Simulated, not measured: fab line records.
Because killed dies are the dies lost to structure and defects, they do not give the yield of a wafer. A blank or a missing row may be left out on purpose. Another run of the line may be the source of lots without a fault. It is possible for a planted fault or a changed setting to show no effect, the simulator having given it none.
Which tool did it? ; flow sky130 ; 39 wafers from 13 lots sampled at 6 of the route's 708 steps

== WHAT EACH GAUGE READ, for each wafer ==
SKY_VT_ADJUST_PCH_OVL_MEAS_07.
lot;measured;on;VT_ADJUST_PCH_OVL (nm)
L806;day 10 11:50;overlay-02;0.9 2.9 1.7
L807;day 10 22:15;overlay-02;0.8 -0.1 1.0
L809;day 11 08:13;overlay-01;-3.4 0.4 0.0
L812;day 13 04:01;overlay-01;-0.3 -2.6 -1.2
L811;day 13 04:07;overlay-02;-0.5 -1.0 -0.4
L819;day 15 07:43;overlay-01;-1.1 1.0 -1.5
L820;day 15 23:26;overlay-01;-1.8 -1.0 -0.6
L823;day 16 14:52;overlay-01;-1.6 -2.1 -1.3
L822;day 16 16:07;overlay-01;0.0 0.7 -0.8
L825;day 17 14:28;overlay-02;-0.3 0.9 -0.4
L826;day 17 18:43;overlay-01;-1.0 1.6 0.6
L827;day 17 23:34;overlay-01;-1.8 -1.3 -2.6
L828;day 17 23:55;overlay-02;-0.5 1.1 0.0

SKY_POLY_GATE_THK_MEAS_04.
lot;measured;on;POLY_GATE_CVD_03_THK (nm)
L806;day 15 10:04;film_metro-02;74.5 74.4 74.4
L807;day 15 18:02;film_metro-04;75.2 75.5 74.7
L809;day 16 05:23;film_metro-02;75.4 75.3 75.7
L812;day 18 07:34;film_metro-04;75.3 75.2 76.2
L811;day 18 08:56;film_metro-02;76.0 75.4 76.2
L819;day 20 22:25;film_metro-04;75.1 74.1 74.3
L820;day 21 19:02;film_metro-03;74.4 74.3 74.5
L823;day 22 07:47;film_metro-04;75.9 75.7 75.1
L822;day 22 07:48;film_metro-03;77.1 76.3 76.4
L825;day 23 10:47;film_metro-03;75.6 76.2 76.0
L826;day 23 14:25;film_metro-04;75.2 75.5 75.3
L827;day 23 14:23;film_metro-02;74.2 74.7 74.5
L828;day 24 00:40;film_metro-03;74.8 74.6 74.6

SKY_LDD_P_CD_MEAS_07 targets a cd of 380 nm.
lot;measured;on;cd_nm (nm)
L806;day 19 04:30;cd_sem-02;380.1 378.9 379.4
L807;day 19 14:16;cd_sem-01;384.8 383.2 381.4
L809;day 20 00:09;cd_sem-02;377.5 380.0 382.4
L812;day 22 06:16;cd_sem-01;- - -
L811;day 22 06:34;cd_sem-01;381.7 381.1 384.6
L819;day 24 19:25;cd_sem-02;377.4 377.3 379.8
L820;day 25 18:12;cd_sem-02;379.3 377.3 376.3
L823;day 26 05:29;cd_sem-02;378.1 381.3 380.1
L822;day 26 06:42;cd_sem-01;380.9 380.0 380.5
L825;day 27 05:57;cd_sem-02;379.8 382.5 378.0
L826;day 27 09:51;cd_sem-01;377.4 377.2 376.5
L827;day 27 12:01;cd_sem-02;379.6 379.3 381.4
L828;day 27 22:07;cd_sem-01;381.4 379.2 382.6

SKY_LDD_P_TW_MEAS_11.
lot;measured;on;LDD_P_TW
L806;day 19 04:53;film_metro-01;637 634 638
L807;day 19 14:41;film_metro-03;640 643 641
L809;day 20 00:33;film_metro-02;637 637 638
L812;day 22 06:41;film_metro-03;30 30 30
L811;day 22 06:59;film_metro-01;642 637 638
L819;day 24 19:50;film_metro-02;643 637 637
L820;day 25 18:36;film_metro-03;633 628 630
L823;day 26 05:52;film_metro-03;633 637 637
L822;day 26 07:06;film_metro-03;641 636 636
L825;day 27 06:21;film_metro-01;636 636 637
L826;day 27 10:14;film_metro-03;635 632 633
L827;day 27 12:25;film_metro-01;637 636 638
L828;day 27 22:31;film_metro-02;641 637 636

SKY_LDD_HVN_TW_MEAS_10.
lot;measured;on;LDD_HVN_TW
L806;day 20 11:15;film_metro-02;1443 1448 1448
L807;day 20 20:41;film_metro-04;1437 1440 1435
L809;day 21 06:16;film_metro-03;1433 1435 1435
L812;day 23 13:14;film_metro-02;1472 1470 1468
L811;day 23 13:46;film_metro-03;1434 1434 1440
L819;day 26 00:07;film_metro-03;1430 1422 1430
L820;day 27 00:34;film_metro-03;1426 1427 1427
L823;day 27 11:11;film_metro-03;1424 1426 1434
L822;day 27 13:13;film_metro-04;1443 1436 1435
L825;day 28 11:20;film_metro-03;1425 1423 1417
L826;day 28 15:20;film_metro-02;1426 1432 1436
L827;day 28 16:50;film_metro-04;1441 1437 1436
L828;day 29 02:34;film_metro-04;1442 1438 1432

== WHICH TOOL RAN EACH LOT (tool, then ch and the chambers of the sampled wafers, then the start) ==
lot;SKY_LDD_P_EXPOSE_04
L806;iline_stepper-01 ch 0, day 18 13:01
L807;iline_stepper-02 ch 0, day 18 23:03
L809;iline_stepper-01 ch 0, day 19 09:54
L812;iline_stepper-01 ch 0, day 21 15:41
L811;iline_stepper-01 ch 0, day 21 15:48
L819;iline_stepper-01 ch 0, day 24 03:28
L820;iline_stepper-01 ch 0, day 25 03:14
L823;iline_stepper-02 ch 0, day 25 14:59
L822;iline_stepper-01 ch 0, day 25 16:17
L825;iline_stepper-01 ch 0, day 26 15:08
L826;iline_stepper-02 ch 0, day 26 20:04
L827;iline_stepper-02 ch 0, day 26 21:24
L828;iline_stepper-01 ch 0, day 27 08:16
- SKY_LDD_P_EXPOSE_04: exposes mask PSDM, target cd 380 nm.

== AS READ BY THE TOOLS THEMSELVES (means over the sampled wafers that have a number; for cases with no such wafer, the mark the record gives instead) ==
SKY_LDD_P_EXPOSE_04.
lot;tool;stage_vel_mm_s (mm/s)
L806;iline_stepper-01;500.04
L807;iline_stepper-02;500.10
L809;iline_stepper-01;500.06
L812;iline_stepper-01;499.89
L811;iline_stepper-01;499.68
L819;iline_stepper-01;500.26
L820;iline_stepper-01;500.10
L823;iline_stepper-02;499.85
L822;iline_stepper-01;500.13
L825;iline_stepper-01;500.24
L826;iline_stepper-02;500.02
L827;iline_stepper-02;499.93
L828;iline_stepper-01;499.94

== THE ANSWER, worked out from the rows above alone ==
Rule: what is usual is taken from the lots themselves. The widest of any qualifying gaps counts: lots, ordered by their means at a reading, are off when they make up no more than a third of the lots, leave a main group of 4 or more, and stand apart from it by 3 or more times the standard deviation of that group's means. Not used: any main group whose means are identical at the precision the tables above print for the reading. Also off: a lot with no number at a reading for which 4 or more lots have one. The other lots that the step has rows for count as sound. The gauges are gone through in route order, then the tools' own readings, and for those a lot's mean is taken as printed above. The first step at which some lot is off is used, and at that step the reading that is off furthest; a lot without a number counts as furthest.
Off, at SKY_LDD_P_CD_MEAS_07 on cd_nm: L812. Without a number there: L812. The main group has a mean of 380.0 nm with a standard deviation of 1.7.
If a tool, at a process step before that reading, ran all the lots that are off and no sound lot after the first of them, it fits. The gauges at SKY_LDD_P_CD_MEAS_07 aren't tried: what is off there is off at SKY_LDD_P_TW_MEAS_11 too, on other tools, and a gauge's error can't cause that. None of those tried fits.

== WHAT HAD BEEN PUT IN BY THE SIMULATOR ==
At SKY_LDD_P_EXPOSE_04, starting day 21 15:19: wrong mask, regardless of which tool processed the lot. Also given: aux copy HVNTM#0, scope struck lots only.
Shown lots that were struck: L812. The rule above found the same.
